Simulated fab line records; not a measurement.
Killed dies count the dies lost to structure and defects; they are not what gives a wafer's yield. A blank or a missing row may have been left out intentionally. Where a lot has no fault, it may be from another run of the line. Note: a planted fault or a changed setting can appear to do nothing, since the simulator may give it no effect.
fab line records    flow sky130    part 2 of 2: steps 25 to 35 of 35
[record] lots = 5  wafers = 15  lastDay = 49
route steps=708 shown LDD_HVN@267 LDD_HVP@278 LDD_LDN@289
lots with no fault: from the same line, run without faults
startH: hours from the record's first day to the start of the lot's first wafer shown    waitH: hours since the lot's step before    " as in the row above    L1.1+2: several wafers, shown together as one row    - no value, or no start given    * or withheld: withheld    < > ~ a bound
route shown NAME@n: names a module that has steps shown in the file, with the first one's number in the route    usual: mean and standard deviation over wafers with no fault    same: alike in all rows    chamber/n: place in a boat    sites: each site's reading    _std_site: how widely they spread, as a standard deviation    _edge_site: inner sites' mean taken away from outer sites' mean    radiusMm: for every site, how far away it sits from the centre of the wafer    mask NAME#n: copy n    behind: the most recent tool/chamber to have shaped the wafer    hold: reason for holding the lot/hours on hold/outcome of the hold    device: names the non-switching transistor (n, p or np)    end of line: tests of these same wafers at the route's end    step lacking rows: just its recipe    killed: the dies lost at the first sort to structure and to defects; this is not the yield of the wafer    map: a wafer's dies, x killed, . not, _ none there
set.NAME: setting as actually run; set.NAME@STEP: the setting as run at that earlier step    model.NAME: the simulator's own value behind a step, which no gauge read
certain route steps with their lots: each step a table, each wafer a row
services: a tool's chamber out of use, with start hour (startH, from the record's first day; less than 0 if before it), hours out, and reason
[[steps]]
[step SKY_LDD_LDN_COAT_02]
[recipe] resist = NOVOLAK  spinRpm = 3000  resistThkNm = 1140
[usual] exhaustPa = 45.0/0.84
lot.wafer  tool           chamber  startH  waitH  exhaustPa
L079.2     lithoTrack-02  0        565.04  0.1    45.8
L079.4     "              0        "       "      44.1
L079.6     "              0        "       "      45.0
L085.1     lithoTrack-04  0        615.45  0.1    45.0
L085.3     "              0        "       "      44.4
L085.6     "              0        "       "      45.7
L089.4     lithoTrack-02  0        644.39  0.1    44.3
L089.5     "              0        "       "      46.6
L089.6     "              0        "       "      44.7
L090.1     lithoTrack-02  0        652.56  0.1    45.6
L090.3     "              0        "       "      45.0
L090.5     "              0        "       "      45.5
L094.2     lithoTrack-03  0        675.76  0.1    45.4
L094.3     "              0        "       "      45.4
L094.6     "              0        "       "      44.8
[step SKY_LDD_LDN_SOFTBAKE_03]
[recipe] tempC = 90  timeS = 60  resist = NOVOLAK
[usual] exhaustPa = 45.1/0.93  heaterPowerTotalW = 56.60/0.049
lot.wafer  tool           chamber  startH  waitH  exhaustPa  heaterPowerTotalW
L079.2     lithoTrack-02  0        565.19  0.1    42.7       56.58
L079.4     "              0        "       "      45.3       56.60
L079.6     "              0        "       "      44.5       56.63
L085.1     lithoTrack-04  0        615.60  0.1    42.6       56.63
L085.3     "              0        "       "      45.0       56.65
L085.6     "              0        "       "      44.6       56.61
L089.4     lithoTrack-02  0        644.54  0.1    43.8       56.62
L089.5     "              0        "       "      44.3       56.59
L089.6     "              0        "       "      44.6       56.55
L090.1     lithoTrack-02  0        652.71  0.1    45.2       56.65
L090.3     "              0        "       "      45.5       56.61
L090.5     "              0        "       "      45.4       56.53
L094.2     lithoTrack-03  0        675.91  0.1    45.3       56.48
L094.3     "              0        "       "      44.9       56.59
L094.6     "              0        "       "      45.4       56.69
[step SKY_LDD_LDN_EXPOSE_04]
[recipe] maskId = LDNTM  na = 0.6  sourceShape = conventional  sigmaOuter = 0.6  polarization = unpolarized  targetCdNm = 700  doseMj = 140
[usual] exposureDoseMJCm2 = 139.98/0.16  reticleTempC = 23.00/0.099
lot.wafer  tool             chamber  startH  waitH  mask     exposureDoseMJCm2  reticleTempC
L079.2     ilineStepper-01  0        -       -      LDNTM#0  140.19             23.03
L079.4     "                0        "       "      LDNTM#0  139.99             23.08
L079.6     "                0        "       "      LDNTM#0  140.07             23.08
L085.1     ilineStepper-01  0        -       -      LDNTM#0  139.95             22.99
L085.3     "                0        "       "      LDNTM#0  140.00             23.00
L085.6     "                0        "       "      LDNTM#0  139.95             23.07
L089.4     ilineStepper-01  0        -       -      LDNTM#0  140.10             23.05
L089.5     "                0        "       "      LDNTM#0  140.20             22.92
L089.6     "                0        "       "      LDNTM#0  139.86             23.00
L090.1     ilineStepper-02  0        -       -      LDNTM#0  140.00             23.03
L090.3     "                0        "       "      LDNTM#0  139.99             22.85
L090.5     "                0        "       "      LDNTM#0  140.02             22.80
L094.2     ilineStepper-01  0        -       -      LDNTM#0  139.76             22.91
L094.3     "                0        "       "      LDNTM#0  140.02             23.07
L094.6     "                0        "       "      LDNTM#0  140.04             22.99
[step SKY_LDD_LDN_PEB_05]
[recipe] tempC = withheld  timeS = *  resist = NOVOLAK
[usual] exhaustPa = 45.0/0.81
lot.wafer  tool           chamber  startH  waitH  exhaustPa
L079.2     lithoTrack-03  0        -       -      45.1
L079.4     "              0        "       "      43.3
L079.6     "              0        "       "      44.6
L085.1     lithoTrack-02  0        -       -      45.5
L085.3     "              0        "       "      45.6
L085.6     "              0        "       "      46.1
L089.4     lithoTrack-02  0        -       -      45.6
L089.5     "              0        "       "      44.4
L089.6     "              0        "       "      45.1
L090.1     lithoTrack-03  0        -       -      44.9
L090.3     "              0        "       "      43.9
L090.5     "              0        "       "      46.5
L094.2     lithoTrack-04  0        -       -      44.9
L094.3     "              0        "       "      45.2
L094.6     "              0        "       "      44.8
[step SKY_LDD_LDN_DEVELOP_06]
[recipe] resist = NOVOLAK  developer = TMAH  developTimeS = 60  devTempC = 23
[usual] exhaustPa = 44.8/0.85
lot.wafer  tool           chamber  startH  waitH  exhaustPa
L079.2     lithoTrack-03  0        579.16  0.1    45.7
L079.4     "              0        "       "      44.2
L079.6     "              0        "       "      44.0
L085.1     lithoTrack-02  0        630.41  0.1    45.4
L085.3     "              0        "       "      44.4
L085.6     "              0        "       "      45.0
L089.4     lithoTrack-02  0        659.29  0.1    43.9
L089.5     "              0        "       "      44.3
L089.6     "              0        "       "      43.0
L090.1     lithoTrack-03  0        666.19  0.1    44.8
L090.3     "              0        "       "      44.3
L090.5     "              0        "       "      44.4
L094.2     lithoTrack-04  0        690.28  0.1    44.6
L094.3     "              0        "       "      43.7
L094.6     "              0        "       "      43.0
[step SKY_LDD_LDN_OVL_MEAS_07]
[usual] LDD_LDN_OVL = -0.1/1.2
lot.wafer  tool        chamber  startH  waitH  LDD_LDN_OVL[nm]
L079.2     overlay-01  -        579.29  0.1    -0.8
L079.4     "           -        "       "      -0.8
L079.6     "           -        "       "      -1.1
L085.1     overlay-01  -        630.56  0.1    -0.3
L085.3     "           -        "       "      -2.3
L085.6     "           -        "       "      -2.1
L089.4     overlay-02  -        659.38  0.1    0.8
L089.5     "           -        "       "      0.8
L089.6     "           -        "       "      0.3
L090.1     overlay-02  -        666.34  0.1    -0.2
L090.3     "           -        "       "      0.6
L090.5     "           -        "       "      1.4
L094.2     overlay-02  -        690.42  0.1    0.7
L094.3     "           -        "       "      0.2
L094.6     "           -        "       "      1.4
[step SKY_LDD_LDN_IMPLANT_08]
[recipe] species = As  energyKev = 15  doseCm2 = 1.25e+13  tiltDeg = withheld  rotationDeg = 23
lot.wafer   tool          chamber  startH  waitH
L079.2+4+6  implanter-04  0        579.35  0.0
L085.1+3+6  implanter-01  0        630.60  0.0
L089.4+5+6  implanter-01  0        659.47  0.1
L090.1+3+5  implanter-04  0        666.37  0.0
L094.2+3+6  implanter-01  0        690.48  0.0
[step SKY_LDD_LDN_IMPLANT_09]
[recipe] species = As  energyKev = 15  doseCm2 = 1.25e+13  tiltDeg = withheld  rotationDeg = 113
lot.wafer   tool          chamber  startH  waitH
L079.2+4+6  implanter-04  0        579.50  0.1
L085.1+3+6  implanter-01  0        630.75  0.1
L089.4+5+6  implanter-01  0        659.62  0.1
L090.1+3+5  implanter-04  0        666.52  0.1
L094.2+3+6  implanter-01  0        690.63  0.1
[step SKY_LDD_LDN_IMPLANT_10]
[recipe] species = As  energyKev = 15  doseCm2 = 1.25e+13  tiltDeg = withheld  rotationDeg = 203
lot.wafer   tool          chamber  startH  waitH
L079.2+4+6  implanter-04  0        579.65  0.1
L085.1+3+6  implanter-01  0        630.90  0.1
L089.4+5+6  implanter-01  0        659.77  0.1
L090.1+3+5  implanter-04  0        666.67  0.1
L094.2+3+6  implanter-01  0        690.78  0.1
[step SKY_LDD_LDN_IMPLANT_11]
[recipe] species = As  energyKev = 15  doseCm2 = 1.25e+13  tiltDeg = withheld  rotationDeg = 293
lot.wafer   tool          chamber  startH  waitH
L079.2+4+6  implanter-04  0        579.80  0.1
L085.1+3+6  implanter-01  0        631.05  0.1
L089.4+5+6  implanter-01  0        659.92  0.1
L090.1+3+5  implanter-04  0        666.82  0.1
L094.2+3+6  implanter-01  0        690.93  0.1
[step SKY_LDD_LDN_STRIP_12]
[recipe] chemistry = O2/N2  powerW = 1400  pressureMtorr = 1500  platenTempC = withheld  o2FlowSccm = 3000  n2FlowSccm = 300  overashFraction = 0.5
[usual] drypumpMotorCurrentA = 5.71/0.25  oesProductAu = 0.716/0.0042  stripTimeToEndpointS = 14.17/0.042
[same] overashFraction = 0.5
lot.wafer  tool            chamber  startH  waitH  drypumpMotorCurrentA  oesProductAu  rfHoursCounterH  stripTimeToEndpointS
L079.2     plasmaAsher-03  0        579.92  0.1    5.51                  0.726         77               14.17
L079.4     "               0        "       "      5.51                  0.718         -                14.23
L079.6     "               1        "       "      5.52                  0.715         -                14.19
L085.1     plasmaAsher-03  1        631.20  0.1    5.53                  0.710         82               14.15
L085.3     "               1        "       "      5.54                  0.717         -                14.18
L085.6     "               0        "       "      5.49                  0.713         -                14.18
L089.4     plasmaAsher-01  1        660.03  0.1    5.69                  0.724         -                14.20
L089.5     "               0        "       "      5.93                  0.715         -                14.22
L089.6     "               1        "       "      5.69                  0.712         -                14.16
L090.1     plasmaAsher-04  0        666.97  0.1    5.96                  0.717         51               14.19
L090.3     "               0        "       "      5.93                  0.710         -                14.18
L090.5     "               1        "       "      6.47                  0.722         -                14.22
L094.2     plasmaAsher-01  1        691.05  0.1    5.67                  0.724         103              14.15
L094.3     "               1        "       "      5.66                  0.713         -                14.12
L094.6     "               1        "       "      5.66                  0.720         -                14.12
[[services]]
tool             chamber  startH  hours  kind
ilineStepper-02  -        487.15  1.7    pm
plasmaAsher-04   -        491.66  2.3    repair
ilineStepper-02  -        498.77  2.1    pm
ilineStepper-02  -        500.85  -      consumableReplace:lamp
implanter-02     -        501.86  3.3    repair
plasmaAsher-04   -        502.20  2.8    pm
plasmaAsher-02   -        522.21  6.2    repair
implanter-02     -        535.67  1.9    repair
implanter-03     -        552.31  1.4    repair
implanter-03     -        570.28  2.0    repair
plasmaAsher-04   -        576.71  5.3    repair
implanter-04     -        577.14  1.4    repair
plasmaAsher-04   -        581.60  2.7    repair
plasmaAsher-04   -        584.80  10.9   repair
ilineStepper-01  -        605.99  1.7    pm
implanter-01     -        622.27  0.9    repair
implanter-02     -        622.90  2.9    repair
plasmaAsher-04   -        623.90  10.2   repair
ilineStepper-02  -        636.50  0.6    repair
implanter-04     -        651.91  8.9    repair
ilineStepper-01  -        658.86  1.2    repair
implanter-03     -        661.19  1.5    repair
implanter-01     -        675.67  3.5    pm
